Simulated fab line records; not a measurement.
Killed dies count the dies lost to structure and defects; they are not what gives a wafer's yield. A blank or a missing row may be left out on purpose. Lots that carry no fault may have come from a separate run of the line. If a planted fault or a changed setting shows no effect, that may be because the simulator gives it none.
fab line records :: flow sky130
record:
  lots: 5
  wafers: 15
  lastDay: 50
route steps=708 shown VIA3@576 PAD_OPEN@708
lots that met no fault: from a run of the same line without faults
startH: hours from the record's first day to the start of the lot's first wafer shown :: waitH: hours since the lot's step before :: " repeats the value in the row above :: L1.1+2: a single row standing in for several wafers :: - no value present, or no start provided :: * or withheld: withheld :: < > ~ a bound
route shown NAME@n: names a module that has steps shown in the file, with the first one's number in the route :: usual: mean and standard deviation over wafers with no fault :: same: alike in all rows :: chamber/n: place in a boat :: sites: readings site by site :: _std_site: their standard deviation :: _edge_site: outer sites' mean less inner sites' :: radiusMm: how far each site lies from the wafer's centre :: mask NAME#n: copy n :: behind: the most recent tool/chamber to have shaped the wafer :: hold: reason for holding the lot/hours on hold/outcome of the hold :: device: the n, p or np transistor that did not switch :: end of line: the tests these same wafers got at the end of their route :: step lacking rows: just its recipe :: killed: at the first sort, the dies lost to defects and structure; wafer yield is something else :: map: a wafer's dies, marking killed ones x, the rest . and places with no die _
set.NAME: the setting the step ran with; set.NAME@STEP: the setting that earlier step ran with :: model.NAME: the simulator's own value behind a step, which no gauge read
a table for each step, a row for each wafer; lots at some steps of the route
services: from which hour (startH, from the record's first day; less than 0 if before it) a tool's chamber was out of use, for how many hours, and why
== steps ==
step: SKY_VIA3_BOW_MEAS_03
recipe:
  mode: bow
usual:
  VIA3_BOW: 81/7.7
lot.wafer: L246.1
tool: filmMetro-03
chamber: -
startH: 914.45
waitH: 0.2
VIA3_BOW[um]: 77

lot.wafer: L246.5
tool: filmMetro-03
chamber: -
startH: 914.45
waitH: 0.2
VIA3_BOW[um]: 69

lot.wafer: L246.6
tool: filmMetro-03
chamber: -
startH: 914.45
waitH: 0.2
VIA3_BOW[um]: 74

lot.wafer: L250.1
tool: filmMetro-03
chamber: -
startH: 944.14
waitH: 0.1
VIA3_BOW[um]: 79

lot.wafer: L250.3
tool: filmMetro-03
chamber: -
startH: 944.14
waitH: 0.1
VIA3_BOW[um]: 85

lot.wafer: L250.4
tool: filmMetro-03
chamber: -
startH: 944.14
waitH: 0.1
VIA3_BOW[um]: 78

lot.wafer: L255.2
tool: filmMetro-02
chamber: -
startH: 991.84
waitH: 0.2
VIA3_BOW[um]: 83

lot.wafer: L255.3
tool: filmMetro-02
chamber: -
startH: 991.84
waitH: 0.2
VIA3_BOW[um]: 80

lot.wafer: L255.4
tool: filmMetro-02
chamber: -
startH: 991.84
waitH: 0.2
VIA3_BOW[um]: 91

lot.wafer: L262.2
tool: filmMetro-02
chamber: -
startH: 1032.04
waitH: 0.1
VIA3_BOW[um]: 79

lot.wafer: L262.3
tool: filmMetro-02
chamber: -
startH: 1032.04
waitH: 0.1
VIA3_BOW[um]: 90

lot.wafer: L262.6
tool: filmMetro-02
chamber: -
startH: 1032.04
waitH: 0.1
VIA3_BOW[um]: 87

lot.wafer: L265.3
tool: filmMetro-04
chamber: -
startH: 1070.15
waitH: 0.1
VIA3_BOW[um]: 74

lot.wafer: L265.4
tool: filmMetro-04
chamber: -
startH: 1070.15
waitH: 0.1
VIA3_BOW[um]: 80

lot.wafer: L265.5
tool: filmMetro-04
chamber: -
startH: 1070.15
waitH: 0.1
VIA3_BOW[um]: 85
step: SKY_VIA3_DEHYDRATE_04
recipe:
  tempC: 200
  timeS: 60
step: SKY_VIA3_HMDS_05
recipe:
  primeTimeS: 60
  primeTempC: 120
step: SKY_VIA3_COAT_06
recipe:
  resist: BARC
  tempC: withheld
  timeS: withheld
  spinRpm: 3000
  resistThkNm: 60
step: SKY_VIA3_COAT_07
recipe:
  resist: KrF-thick
  spinRpm: 3000
  resistThkNm: 450
step: SKY_VIA3_SOFTBAKE_08
recipe:
  tempC: 100
  timeS: 90
  resist: KrF-thick
step: SKY_VIA3_EXPOSE_09
recipe:
  maskId: VIM3
  na: 0.8
  sourceShape: annular
  sigmaInner: 0.55
  sigmaOuter: 0.85
  targetCdNm: 200
  doseMj: 38
step: SKY_VIA3_PEB_10
recipe:
  pebTempC: withheld
  pebTimeS: withheld
  resist: KrF-thick
step: SKY_VIA3_DEVELOP_11
recipe:
  developTimeS: 60
  resist: KrF-thick
  devTempC: 21
step: SKY_VIA3_CD_MEAS_12
recipe:
  targetCdNm: 200
usual:
  cdNm: 200.2/1.9
lot.wafer: L246.1
tool: cdSem-02
chamber: -
startH: 939.96
waitH: -
cdNm: 201.2

lot.wafer: L246.5
tool: cdSem-02
chamber: -
startH: 939.96
waitH: -
cdNm: 200.4

lot.wafer: L246.6
tool: cdSem-02
chamber: -
startH: 939.96
waitH: -
cdNm: 201.8

lot.wafer: L250.1
tool: cdSem-02
chamber: -
startH: 968.96
waitH: -
cdNm: 199.7

lot.wafer: L250.3
tool: cdSem-02
chamber: -
startH: 968.96
waitH: -
cdNm: 201.9

lot.wafer: L250.4
tool: cdSem-02
chamber: -
startH: 968.96
waitH: -
cdNm: 200.9

lot.wafer: L255.2
tool: cdSem-01
chamber: -
startH: 1015.53
waitH: -
cdNm: 201.2

lot.wafer: L255.3
tool: cdSem-01
chamber: -
startH: 1015.53
waitH: -
cdNm: 199.6

lot.wafer: L255.4
tool: cdSem-01
chamber: -
startH: 1015.53
waitH: -
cdNm: 201.8

lot.wafer: L262.2
tool: cdSem-02
chamber: -
startH: 1054.99
waitH: -
cdNm: 199.7

lot.wafer: L262.3
tool: cdSem-02
chamber: -
startH: 1054.99
waitH: -
cdNm: 200.6

lot.wafer: L262.6
tool: cdSem-02
chamber: -
startH: 1054.99
waitH: -
cdNm: 201.4

lot.wafer: L265.3
tool: cdSem-02
chamber: -
startH: 1091.51
waitH: -
cdNm: 198.8

lot.wafer: L265.4
tool: cdSem-02
chamber: -
startH: 1091.51
waitH: -
cdNm: 196.8

lot.wafer: L265.5
tool: cdSem-02
chamber: -
startH: 1091.51
waitH: -
cdNm: 198.8
step: SKY_VIA3_OVL_MEAS_13
usual:
  VIA3_OVL: 1/6.3
lot.wafer: L246.1
tool: overlay-01
chamber: -
startH: 940.08
waitH: 0.1
VIA3_OVL[nm]: -2

lot.wafer: L246.5
tool: overlay-01
chamber: -
startH: 940.08
waitH: 0.1
VIA3_OVL[nm]: 8

lot.wafer: L246.6
tool: overlay-01
chamber: -
startH: 940.08
waitH: 0.1
VIA3_OVL[nm]: 11

lot.wafer: L250.1
tool: overlay-01
chamber: -
startH: 969.08
waitH: 0.1
VIA3_OVL[nm]: 1

lot.wafer: L250.3
tool: overlay-01
chamber: -
startH: 969.08
waitH: 0.1
VIA3_OVL[nm]: 6

lot.wafer: L250.4
tool: overlay-01
chamber: -
startH: 969.08
waitH: 0.1
VIA3_OVL[nm]: 4

lot.wafer: L255.2
tool: overlay-01
chamber: -
startH: 1015.64
waitH: 0.1
VIA3_OVL[nm]: 12

lot.wafer: L255.3
tool: overlay-01
chamber: -
startH: 1015.64
waitH: 0.1
VIA3_OVL[nm]: 14

lot.wafer: L255.4
tool: overlay-01
chamber: -
startH: 1015.64
waitH: 0.1
VIA3_OVL[nm]: 5

lot.wafer: L262.2
tool: overlay-01
chamber: -
startH: 1055.10
waitH: 0.1
VIA3_OVL[nm]: -1

lot.wafer: L262.3
tool: overlay-01
chamber: -
startH: 1055.10
waitH: 0.1
VIA3_OVL[nm]: 4

lot.wafer: L262.6
tool: overlay-01
chamber: -
startH: 1055.10
waitH: 0.1
VIA3_OVL[nm]: -1

lot.wafer: L265.3
tool: overlay-02
chamber: -
startH: 1091.60
waitH: 0.1
VIA3_OVL[nm]: -1

lot.wafer: L265.4
tool: overlay-02
chamber: -
startH: 1091.60
waitH: 0.1
VIA3_OVL[nm]: -4

lot.wafer: L265.5
tool: overlay-02
chamber: -
startH: 1091.60
waitH: 0.1
VIA3_OVL[nm]: -3
step: SKY_VIA3_ETCH_14
recipe:
  chemistry: N2/H2
  target: BARC
  ionEnergyEv: 200
  sourceW: 500
  biasW: 100
  pressureMtorr: 30
  n2FlowSccm: 100
  h2FlowSccm: 200
  stopOn: SiO2
  timeS: 45.9
  targetDepthA: 600
usual:
  drypumpMotorCurrentA: 5.8/0.56
  h2FlowSccm: 199.9/0.57
  oesProductAu: 0.855/0.0046
  runLengthS: 74.2/0.41
  throttleValvePct: 13.224/0.0099
lot.wafer: L246.1
tool: rieDiel-01
chamber: 1
startH: 940.12
waitH: 0.0
drypumpMotorCurrentA: 4.7
h2FlowSccm: 199.4
oesProductAu: 0.850
rfHoursCounterH: 9
runLengthS: 74.7
throttleValvePct: 13.215

lot.wafer: L246.5
tool: rieDiel-01
chamber: 0
startH: 940.12
waitH: 0.0
drypumpMotorCurrentA: 5.6
h2FlowSccm: 200.5
oesProductAu: 0.860
rfHoursCounterH: -
runLengthS: 73.6
throttleValvePct: 13.232

lot.wafer: L246.6
tool: rieDiel-01
chamber: 3
startH: 940.12
waitH: 0.0
drypumpMotorCurrentA: 5.4
h2FlowSccm: 199.4
oesProductAu: 0.850
rfHoursCounterH: -
runLengthS: 73.9
throttleValvePct: 13.236

lot.wafer: L250.1
tool: rieDiel-03
chamber: 3
startH: 969.12
waitH: 0.0
drypumpMotorCurrentA: 6.2
h2FlowSccm: 199.1
oesProductAu: 0.867
rfHoursCounterH: 0
runLengthS: 74.2
throttleValvePct: 13.219

lot.wafer: L250.3
tool: rieDiel-03
chamber: 2
startH: 969.12
waitH: 0.0
drypumpMotorCurrentA: 5.6
h2FlowSccm: 200.8
oesProductAu: 0.862
rfHoursCounterH: 22
runLengthS: 74.6
throttleValvePct: 13.232

lot.wafer: L250.4
tool: rieDiel-03
chamber: 0
startH: 969.12
waitH: 0.0
drypumpMotorCurrentA: 6.7
h2FlowSccm: 200.7
oesProductAu: 0.868
rfHoursCounterH: 2
runLengthS: 74.0
throttleValvePct: 13.218

lot.wafer: L255.2
tool: rieDiel-03
chamber: 2
startH: 1015.67
waitH: 0.0
drypumpMotorCurrentA: 5.6
h2FlowSccm: 200.1
oesProductAu: 0.851
rfHoursCounterH: 23
runLengthS: 74.3
throttleValvePct: 13.231

lot.wafer: L255.3
tool: rieDiel-03
chamber: 3
startH: 1015.67
waitH: 0.0
drypumpMotorCurrentA: 6.2
h2FlowSccm: 200.1
oesProductAu: 0.856
rfHoursCounterH: 2
runLengthS: 73.9
throttleValvePct: 13.212

lot.wafer: L255.4
tool: rieDiel-03
chamber: 1
startH: 1015.67
waitH: 0.0
drypumpMotorCurrentA: 5.2
h2FlowSccm: 200.4
oesProductAu: 0.860
rfHoursCounterH: 8
runLengthS: 74.8
throttleValvePct: 13.241

lot.wafer: L262.2
tool: rieDiel-02
chamber: 3
startH: 1055.13
waitH: 0.0
drypumpMotorCurrentA: 6.3
h2FlowSccm: 201.0
oesProductAu: 0.856
rfHoursCounterH: 14
runLengthS: 74.0
throttleValvePct: 13.217

lot.wafer: L262.3
tool: rieDiel-02
chamber: 0
startH: 1055.13
waitH: 0.0
drypumpMotorCurrentA: 6.2
h2FlowSccm: 200.8
oesProductAu: 0.863
rfHoursCounterH: 18
runLengthS: 75.1
throttleValvePct: 13.210

lot.wafer: L262.6
tool: rieDiel-02
chamber: 0
startH: 1055.13
waitH: 0.0
drypumpMotorCurrentA: 6.2
h2FlowSccm: 200.7
oesProductAu: 0.857
rfHoursCounterH: -
runLengthS: 74.7
throttleValvePct: 13.208

lot.wafer: L265.3
tool: rieDiel-01
chamber: 1
startH: 1091.63
waitH: 0.0
drypumpMotorCurrentA: 4.7
h2FlowSccm: 199.9
oesProductAu: 0.851
rfHoursCounterH: 14
runLengthS: 74.6
throttleValvePct: 13.218

lot.wafer: L265.4
tool: rieDiel-01
chamber: 3
startH: 1091.63
waitH: 0.0
drypumpMotorCurrentA: 5.4
h2FlowSccm: 199.4
oesProductAu: 0.845
rfHoursCounterH: 21
runLengthS: 73.5
throttleValvePct: 13.219

lot.wafer: L265.5
tool: rieDiel-01
chamber: 2
startH: 1091.63
waitH: 0.0
drypumpMotorCurrentA: 5.8
h2FlowSccm: 200.6
oesProductAu: 0.851
rfHoursCounterH: -
runLengthS: 74.5
throttleValvePct: 13.229
step: SKY_VIA3_ETCH_15
recipe:
  target: SiO2
  chemistry: C4F8/O2/Ar
  targetDepthNm: 507
  stopOn: TiN
  maskMaterial: KrF-thick
  sourceW: 1500
  biasW: 1200
  pressureMtorr: 40
  c4f8FlowSccm: withheld
  O2_flow_sccm: 6
  Ar_flow_sccm: 300
  timeS: 78
usual:
  oesProductAu: 0.946/0.0045
  runLengthS: 106.4/0.39
lot.wafer: L246.1
tool: rieDiel-01
chamber: 1
startH: 940.16
waitH: 0.0
oesProductAu: 0.944
rfHoursCounterH: 9
runLengthS: 106.7
model.KrF-thick_of_VIA3_COAT_07.thkNm: 291.4
model.TiN_of_METAL3_SPUTTER_04.thkNm: 69.4
model.VIA3.featureDepthNm: 466.2

lot.wafer: L246.5
tool: rieDiel-01
chamber: 0
startH: 940.16
waitH: 0.0
oesProductAu: 0.949
rfHoursCounterH: -
runLengthS: 106.0
model.KrF-thick_of_VIA3_COAT_07.thkNm: 287.6
model.TiN_of_METAL3_SPUTTER_04.thkNm: 69.2
model.VIA3.featureDepthNm: 465.2

lot.wafer: L246.6
tool: rieDiel-01
chamber: 3
startH: 940.16
waitH: 0.0
oesProductAu: 0.952
rfHoursCounterH: -
runLengthS: 105.8
model.KrF-thick_of_VIA3_COAT_07.thkNm: 294
model.TiN_of_METAL3_SPUTTER_04.thkNm: 69.76
model.VIA3.featureDepthNm: 465.6

lot.wafer: L250.1
tool: rieDiel-03
chamber: 3
startH: 969.16
waitH: 0.0
oesProductAu: 0.951
rfHoursCounterH: 0
runLengthS: 106.0
model.KrF-thick_of_VIA3_COAT_07.thkNm: 289.4
model.TiN_of_METAL3_SPUTTER_04.thkNm: 70.46
model.VIA3.featureDepthNm: 465.7

lot.wafer: L250.3
tool: rieDiel-03
chamber: 2
startH: 969.16
waitH: 0.0
oesProductAu: 0.944
rfHoursCounterH: 22
runLengthS: 106.4
model.KrF-thick_of_VIA3_COAT_07.thkNm: 290.9
model.TiN_of_METAL3_SPUTTER_04.thkNm: 70.3
model.VIA3.featureDepthNm: 466.1

lot.wafer: L250.4
tool: rieDiel-03
chamber: 0
startH: 969.16
waitH: 0.0
oesProductAu: 0.946
rfHoursCounterH: 2
runLengthS: 106.3
model.KrF-thick_of_VIA3_COAT_07.thkNm: 292
model.TiN_of_METAL3_SPUTTER_04.thkNm: 70.74
model.VIA3.featureDepthNm: 466

lot.wafer: L255.2
tool: rieDiel-03
chamber: 2
startH: 1015.71
waitH: 0.0
oesProductAu: 0.946
rfHoursCounterH: 23
runLengthS: 106.6
model.KrF-thick_of_VIA3_COAT_07.thkNm: 292.3
model.TiN_of_METAL3_SPUTTER_04.thkNm: 70.13
model.VIA3.featureDepthNm: 465.3

lot.wafer: L255.3
tool: rieDiel-03
chamber: 3
startH: 1015.71
waitH: 0.0
oesProductAu: 0.946
rfHoursCounterH: 2
runLengthS: 106.5
model.KrF-thick_of_VIA3_COAT_07.thkNm: 288.3
model.TiN_of_METAL3_SPUTTER_04.thkNm: 69.77
model.VIA3.featureDepthNm: 464.8

lot.wafer: L255.4
tool: rieDiel-03
chamber: 1
startH: 1015.71
waitH: 0.0
oesProductAu: 0.756
rfHoursCounterH: 8
runLengthS: 144.5
model.KrF-thick_of_VIA3_COAT_07.thkNm: 238.8
model.TiN_of_METAL3_SPUTTER_04.thkNm: 61.39
model.VIA3.featureDepthNm: 471.7

lot.wafer: L262.2
tool: rieDiel-02
chamber: 3
startH: 1055.17
waitH: 0.0
oesProductAu: 0.946
rfHoursCounterH: 14
runLengthS: 106.8
model.KrF-thick_of_VIA3_COAT_07.thkNm: 288.6
model.TiN_of_METAL3_SPUTTER_04.thkNm: 69.84
model.VIA3.featureDepthNm: 465.5

lot.wafer: L262.3
tool: rieDiel-02
chamber: 0
startH: 1055.17
waitH: 0.0
oesProductAu: 0.954
rfHoursCounterH: 18
runLengthS: 106.6
model.KrF-thick_of_VIA3_COAT_07.thkNm: 290
model.TiN_of_METAL3_SPUTTER_04.thkNm: 70.42
model.VIA3.featureDepthNm: 465.7

lot.wafer: L262.6
tool: rieDiel-02
chamber: 0
startH: 1055.17
waitH: 0.0
oesProductAu: 0.940
rfHoursCounterH: -
runLengthS: 106.6
model.KrF-thick_of_VIA3_COAT_07.thkNm: 288
model.TiN_of_METAL3_SPUTTER_04.thkNm: 69.53
model.VIA3.featureDepthNm: 465.8

lot.wafer: L265.3
tool: rieDiel-01
chamber: 1
startH: 1091.67
waitH: 0.0
oesProductAu: 0.946
rfHoursCounterH: 14
runLengthS: 106.5
model.KrF-thick_of_VIA3_COAT_07.thkNm: 292.4
model.TiN_of_METAL3_SPUTTER_04.thkNm: 70.7
model.VIA3.featureDepthNm: 465.8

lot.wafer: L265.4
tool: rieDiel-01
chamber: 3
startH: 1091.67
waitH: 0.0
oesProductAu: 0.949
rfHoursCounterH: 21
runLengthS: 105.9
model.KrF-thick_of_VIA3_COAT_07.thkNm: 296.1
model.TiN_of_METAL3_SPUTTER_04.thkNm: 71
model.VIA3.featureDepthNm: 466.6

lot.wafer: L265.5
tool: rieDiel-01
chamber: 2
startH: 1091.67
waitH: 0.0
oesProductAu: 0.949
rfHoursCounterH: -
runLengthS: 106.9
model.KrF-thick_of_VIA3_COAT_07.thkNm: 286
model.TiN_of_METAL3_SPUTTER_04.thkNm: 69.61
model.VIA3.featureDepthNm: 464.3
step: SKY_VIA3_STRIP_16
recipe:
  chemistry: O2/N2
  powerW: 1400
  pressureMtorr: 1500
  platenTempC: withheld
  o2FlowSccm: 3000
  n2FlowSccm: 300
  overashFraction: 0.5
usual:
  drypumpMotorCurrentA: 5.2/0.42
  oesProductAu: 0.402/0.0051
  stripTimeToEndpointS: 4.12/0.031
lot.wafer: L246.1
tool: plasmaAsher-04
chamber: 0
startH: 940.22
waitH: 0.0
drypumpMotorCurrentA: 4.9
oesProductAu: 0.397
rfHoursCounterH: 20
stripTimeToEndpointS: 4.14

lot.wafer: L246.5
tool: plasmaAsher-04
chamber: 0
startH: 940.22
waitH: 0.0
drypumpMotorCurrentA: 4.9
oesProductAu: 0.403
rfHoursCounterH: -
stripTimeToEndpointS: 4.08

lot.wafer: L246.6
tool: plasmaAsher-04
chamber: 1
startH: 940.22
waitH: 0.0
drypumpMotorCurrentA: 5.2
oesProductAu: 0.400
rfHoursCounterH: -
stripTimeToEndpointS: 4.16

lot.wafer: L250.1
tool: plasmaAsher-04
chamber: 1
startH: 969.22
waitH: 0.0
drypumpMotorCurrentA: 5.2
oesProductAu: 0.400
rfHoursCounterH: 23
stripTimeToEndpointS: 4.12

lot.wafer: L250.3
tool: plasmaAsher-04
chamber: 1
startH: 969.22
waitH: 0.0
drypumpMotorCurrentA: 5.2
oesProductAu: 0.402
rfHoursCounterH: -
stripTimeToEndpointS: 4.13

lot.wafer: L250.4
tool: plasmaAsher-04
chamber: 0
startH: 969.22
waitH: 0.0
drypumpMotorCurrentA: 4.9
oesProductAu: 0.403
rfHoursCounterH: -
stripTimeToEndpointS: 4.14

lot.wafer: L255.2
tool: plasmaAsher-02
chamber: 1
startH: 1015.77
waitH: 0.0
drypumpMotorCurrentA: 5.4
oesProductAu: 0.402
rfHoursCounterH: 118
stripTimeToEndpointS: 4.15

lot.wafer: L255.3
tool: plasmaAsher-02
chamber: 0
startH: 1015.77
waitH: 0.0
drypumpMotorCurrentA: 5.1
oesProductAu: 0.406
rfHoursCounterH: -
stripTimeToEndpointS: 4.10

lot.wafer: L255.4
tool: plasmaAsher-02
chamber: 1
startH: 1015.77
waitH: 0.0
drypumpMotorCurrentA: 5.4
oesProductAu: 0.380
rfHoursCounterH: -
stripTimeToEndpointS: 3.59

lot.wafer: L262.2
tool: plasmaAsher-04
chamber: 0
startH: 1055.23
waitH: 0.0
drypumpMotorCurrentA: 4.9
oesProductAu: 0.401
rfHoursCounterH: 31
stripTimeToEndpointS: 4.11

lot.wafer: L262.3
tool: plasmaAsher-04
chamber: 0
startH: 1055.23
waitH: 0.0
drypumpMotorCurrentA: 4.9
oesProductAu: 0.394
rfHoursCounterH: -
stripTimeToEndpointS: 4.12

lot.wafer: L262.6
tool: plasmaAsher-04
chamber: 1
startH: 1055.23
waitH: 0.0
drypumpMotorCurrentA: 5.2
oesProductAu: 0.404
rfHoursCounterH: -
stripTimeToEndpointS: 4.09

lot.wafer: L265.3
tool: plasmaAsher-01
chamber: 1
startH: 1091.76
waitH: 0.1
drypumpMotorCurrentA: 4.6
oesProductAu: 0.403
rfHoursCounterH: -
stripTimeToEndpointS: 4.15

lot.wafer: L265.4
tool: plasmaAsher-01
chamber: 0
startH: 1091.76
waitH: 0.1
drypumpMotorCurrentA: 5.9
oesProductAu: 0.404
rfHoursCounterH: -
stripTimeToEndpointS: 4.18

lot.wafer: L265.5
tool: plasmaAsher-01
chamber: 0
startH: 1091.76
waitH: 0.1
drypumpMotorCurrentA: 5.9
oesProductAu: 0.396
rfHoursCounterH: -
stripTimeToEndpointS: 4.08
step: SKY_VIA3_STRIP_17
recipe:
  chemistry: postEtchResidueRemover
  timeS: 1200
  tempC: 72.5
step: SKY_PAD_OPEN_PROBE_99
usual:
  defectLimitedYield: 82.3/1.8
  killed_at_M0_to_M3: 43/6
  killed_at_M4_up: 3.2/1.9
  killedAtContacts: 25/5.4
  killedAtFrontEnd: 15/4.5
  killedAtOther: 0.3/0.59
  killedDies: 87/8.7
  killedOpen: 47/6.7
  killedShort: 39/5.7
  sort_bin_3_pad_short: 0.9/0.43
  sort_bin_5_function: 10.4/1.4
  sort_bin_6_memory: 6.4/1.2
  sortNPass: 405/8.7
  sortYieldPct: 82.3/1.8
same:
  grossDies: 492
  killedAtBackSide: 0
  sort_bin_4_leakage[%]: 0
  sort_bin_8_speed[%]: 0
lot.wafer: L246.1
tool: prober-02
chamber: -
startH: 1086.74
waitH: 0.1
defectLimitedYield[%]: 81.7
killed_at_M0_to_M3: 43
killed_at_M4_up: 7
killedAtContacts: 23
killedAtFrontEnd: 16
killedAtOther: 1
killedDies: 90
killedOpen: 53
killedShort: 37
sort_bin_3_pad_short[%]: 0.8
sort_bin_5_function[%]: 11.2
sort_bin_6_memory[%]: 6.3
sortNPass: 402
sortYieldPct[%]: 81.7

lot.wafer: L246.5
tool: prober-02
chamber: -
startH: 1086.94
waitH: 0.2
defectLimitedYield[%]: 81.1
killed_at_M0_to_M3: 43
killed_at_M4_up: 4
killedAtContacts: 28
killedAtFrontEnd: 18
killedAtOther: 0
killedDies: 93
killedOpen: 49
killedShort: 44
sort_bin_3_pad_short[%]: 0.6
sort_bin_5_function[%]: 11.2
sort_bin_6_memory[%]: 7.1
sortNPass: 399
sortYieldPct[%]: 81.1

lot.wafer: L246.6
tool: prober-02
chamber: -
startH: 1086.99
waitH: 0.2
defectLimitedYield[%]: 85.2
killed_at_M0_to_M3: 34
killed_at_M4_up: 1
killedAtContacts: 26
killedAtFrontEnd: 10
killedAtOther: 2
killedDies: 73
killedOpen: 48
killedShort: 25
sort_bin_3_pad_short[%]: 0.4
sort_bin_5_function[%]: 8.3
sort_bin_6_memory[%]: 6.1
sortNPass: 419
sortYieldPct[%]: 85.2

lot.wafer: L255.2
tool: prober-01
chamber: -
startH: 1159.28
waitH: 0.1
defectLimitedYield[%]: 79.1
killed_at_M0_to_M3: 49
killed_at_M4_up: 8
killedAtContacts: 30
killedAtFrontEnd: 16
killedAtOther: 0
killedDies: 103
killedOpen: 63
killedShort: 40
sort_bin_3_pad_short[%]: 1.6
sort_bin_5_function[%]: 11.0
sort_bin_6_memory[%]: 8.3
sortNPass: 389
sortYieldPct[%]: 79.1

lot.wafer: L255.3
tool: prober-01
chamber: -
startH: 1159.33
waitH: 0.2
defectLimitedYield[%]: 82.9
killed_at_M0_to_M3: 41
killed_at_M4_up: 3
killedAtContacts: 28
killedAtFrontEnd: 11
killedAtOther: 1
killedDies: 84
killedOpen: 43
killedShort: 41
sort_bin_3_pad_short[%]: 1.0
sort_bin_5_function[%]: 11.6
sort_bin_6_memory[%]: 4.5
sortNPass: 408
sortYieldPct[%]: 82.9

lot.wafer: L255.4
tool: prober-01
chamber: -
startH: 1159.38
waitH: 0.2
defectLimitedYield[%]: 82.1
killed_at_M0_to_M3: 36
killed_at_M4_up: 6
killedAtContacts: 33
killedAtFrontEnd: 13
killedAtOther: 0
killedDies: 88
killedOpen: 45
killedShort: 43
sort_bin_3_pad_short[%]: 0.8
sort_bin_5_function[%]: 10.6
sort_bin_6_memory[%]: 6.5
sortNPass: 404
sortYieldPct[%]: 82.1
killed by level:class
L246.1 VIA1:geometricParticle:open=17 LI_CONTACT:geometricParticle:open=10 CONTACT:geometricParticle:open=7 METAL4:geometricParticle:short=6 METAL2:geometricParticle:short=6 POLY_GATE:geometricParticle:open=5 LI_CONTACT:geometricParticle:short=5 METAL1:geometricParticle:short=5
L246.5 LI_CONTACT:geometricParticle:open=11 VIA2:geometricParticle:open=9 CONTACT:geometricParticle:open=8 VIA1:geometricParticle:open=8 FIELD_ISO:geometricParticle:short=7 METAL1:geometricParticle:short=5 POLY_GATE:geometricParticle:short=4 LOCAL_INTERCONNECT:geometricParticle:short=4
L246.6 VIA1:geometricParticle:open=11 CONTACT:geometricParticle:open=9 LI_CONTACT:geometricParticle:open=8 VIA2:geometricParticle:short=5 VIA3:geometricParticle:open=5 LI_CONTACT:geometricParticle:short=4 VIA2:geometricParticle:open=4 FIELD_ISO:geometricParticle:open=3
L255.2 VIA1:geometricParticle:open=18 CONTACT:geometricParticle:open=10 LI_CONTACT:geometricParticle:open=9 VIA2:geometricParticle:open=7 VIA3:geometricParticle:open=7 FIELD_ISO:geometricParticle:short=6 METAL4:geometricParticle:short=6 METAL1:geometricParticle:open=5
L255.3 VIA1:geometricParticle:open=12 CONTACT:geometricParticle:open=9 LI_CONTACT:geometricParticle:open=8 METAL2:geometricParticle:short=7 LOCAL_INTERCONNECT:geometricParticle:short=5 VIA1:geometricParticle:short=5 VIA2:geometricParticle:open=5 METAL1:geometricParticle:short=5
L255.4 CONTACT:geometricParticle:open=13 LI_CONTACT:geometricParticle:open=9 VIA1:geometricParticle:open=8 METAL1:geometricParticle:short=7 METAL4:geometricParticle:short=6 LOCAL_INTERCONNECT:geometricParticle:short=5 VIA2:geometricParticle:open=5 POLY_GATE:geometricParticle:short=4
== services ==
tool: rieDiel-03
chamber: 0
startH: 919.86
hours: 11.3
kind: repair

tool: rieDiel-03
chamber: 1
startH: 925.90
hours: 2.8
kind: repair

tool: rieDiel-03
chamber: 3
startH: 931.16
hours: -
kind: clean

tool: rieDiel-03
chamber: 3
startH: 931.16
hours: 20.8
kind: scheduledDown

tool: rieDiel-03
chamber: 3
startH: 931.16
hours: 20.8
kind: ventCycle

tool: rieDiel-02
chamber: 3
startH: 971.26
hours: 4.9
kind: repair

tool: rieDiel-01
chamber: 3
startH: 1025.70
hours: 4.2
kind: repair

tool: rieDiel-03
chamber: 2
startH: 1039.15
hours: 12.6
kind: repair

tool: rieDiel-02
chamber: 2
startH: 1046.22
hours: -
kind: clean

tool: rieDiel-02
chamber: 2
startH: 1046.22
hours: 23.2
kind: scheduledDown

tool: rieDiel-02
chamber: 2
startH: 1046.22
hours: 23.2
kind: ventCycle

tool: plasmaAsher-02
chamber: -
startH: 1055.30
hours: 9.0
kind: pm

tool: plasmaAsher-02
chamber: 0
startH: 1055.30
hours: 9.0
kind: ventCycle

tool: plasmaAsher-02
chamber: 1
startH: 1055.30
hours: 9.0
kind: ventCycle

tool: plasmaAsher-02
chamber: 0
startH: 1064.30
hours: -
kind: clean

tool: plasmaAsher-02
chamber: 1
startH: 1064.30
hours: -
kind: clean

tool: rieDiel-01
chamber: 2
startH: 1066.52
hours: 3.4
kind: repair

tool: rieDiel-03
chamber: 3
startH: 1068.70
hours: 7.0
kind: repair

tool: rieDiel-03
chamber: 0
startH: 1080.12
hours: 2.6
kind: repair

tool: rieDiel-02
chamber: 2
startH: 1089.08
hours: 32.1
kind: repair
== key ==
firstSign:
  step: SKY_VIA3_ETCH_15
  reading: runLengthS
  direction: up
  sigmas: 98
  usual: *
  struck: *
effect:
  step: SKY_VIA3_ETCH_15
  reading: oesProductAu
  direction: down
  sigmas: 42
  usual: 0.946
  struck: 0.756
effect:
  step: SKY_VIA3_STRIP_16
  reading: stripTimeToEndpointS
  direction: down
  sigmas: 17
  usual: *
  struck: *
modelEffect:
  step: SKY_VIA3_ETCH_15
  value: KrF-thick_of_VIA3_COAT_07.thkNm
  without: 289.5
  struck: 238.8
metAt SKY_VIA3_ETCH_15
struckWafers L255.4
onsetBetween 969.16 1015.71
fault:
  kind: processParameterDrift
  tool: rieDiel-03
  chamber: -
  onsetH: 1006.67
  steps: SKY_VIA3_ETCH_15
  channel: timeS
  offset: *
  shape: step
  endH: 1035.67
  scope: struckWafersOnly
  actsIn: *
  stated: *
